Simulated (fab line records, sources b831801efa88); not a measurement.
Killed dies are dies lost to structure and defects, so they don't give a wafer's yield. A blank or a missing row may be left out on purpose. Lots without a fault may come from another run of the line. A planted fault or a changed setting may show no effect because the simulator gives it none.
Which tool did it? | flow sky130 | 6 lots, 18 wafers sampled, at 3 steps of a route of 708

WHAT THE GAUGES READ, wafer by wafer
SKY_SONOS_TUNNEL_CD_MEAS_07: target cd 410 nm.
lot  | measured     | on        | cd_nm (nm)
L750 | day 11 11:59 | cd_sem-01 | 410.0 410.8 410.7
L753 | day 12 10:37 | cd_sem-02 | 411.1 412.1 412.4
L755 | day 13 03:00 | cd_sem-02 | 407.9 409.3 409.3
L757 | day 13 15:44 | cd_sem-02 | 407.3 407.3 408.9
L765 | day 16 14:39 | cd_sem-01 | 410.0 412.0 410.7
L769 | day 18 03:06 | cd_sem-01 | 409.0 408.1 407.2

WHICH TOOL RAN EACH LOT (tool, then ch and the chambers of the sampled wafers, then the start)
lot  | SKY_VT_ADJUST_HVTR_STRIP_10          | SKY_SONOS_TUNNEL_DEVELOP_06
L750 | plasma_asher-01 ch 0,1, day 9 13:53  | litho_track-02 ch 0, day 11 11:50
L753 | plasma_asher-01 ch 0,1, day 10 10:23 | litho_track-03 ch 0, day 12 10:29
L755 | plasma_asher-02 ch 0,1, day 11 00:34 | litho_track-03 ch 0, day 13 02:51
L757 | plasma_asher-03 ch 0,1, day 11 14:19 | litho_track-01 ch 0, day 13 15:35
L765 | plasma_asher-02 ch 0,1, day 14 07:37 | litho_track-03 ch 0, day 16 14:30
L769 | plasma_asher-03 ch 0,1, day 15 18:18 | litho_track-01 ch 0, day 18 02:57
- SKY_VT_ADJUST_HVTR_STRIP_10: strips in O2/N2.
- SKY_SONOS_TUNNEL_DEVELOP_06: develop time 60 s.

THE ANSWER, worked out from the rows above alone
Rule: what is usual is taken from the lots themselves. Put in order of their means at a reading, lots are off if they are a third of the lots or fewer, leave a main group of 4 or more, and stand apart from it by a gap of 3 or more times the standard deviation of the main group's means; of several such gaps the widest counts. A main group whose means are all the same, to the digits that the tables above print for the reading, isn't used. A lot without any number at a reading at which 4 lots or more have one is off too. The other lots that the step has rows for count as sound.
No lot is off at any reading shown: from this, nothing can be told.

WHAT THE SIMULATOR HAD PUT IN
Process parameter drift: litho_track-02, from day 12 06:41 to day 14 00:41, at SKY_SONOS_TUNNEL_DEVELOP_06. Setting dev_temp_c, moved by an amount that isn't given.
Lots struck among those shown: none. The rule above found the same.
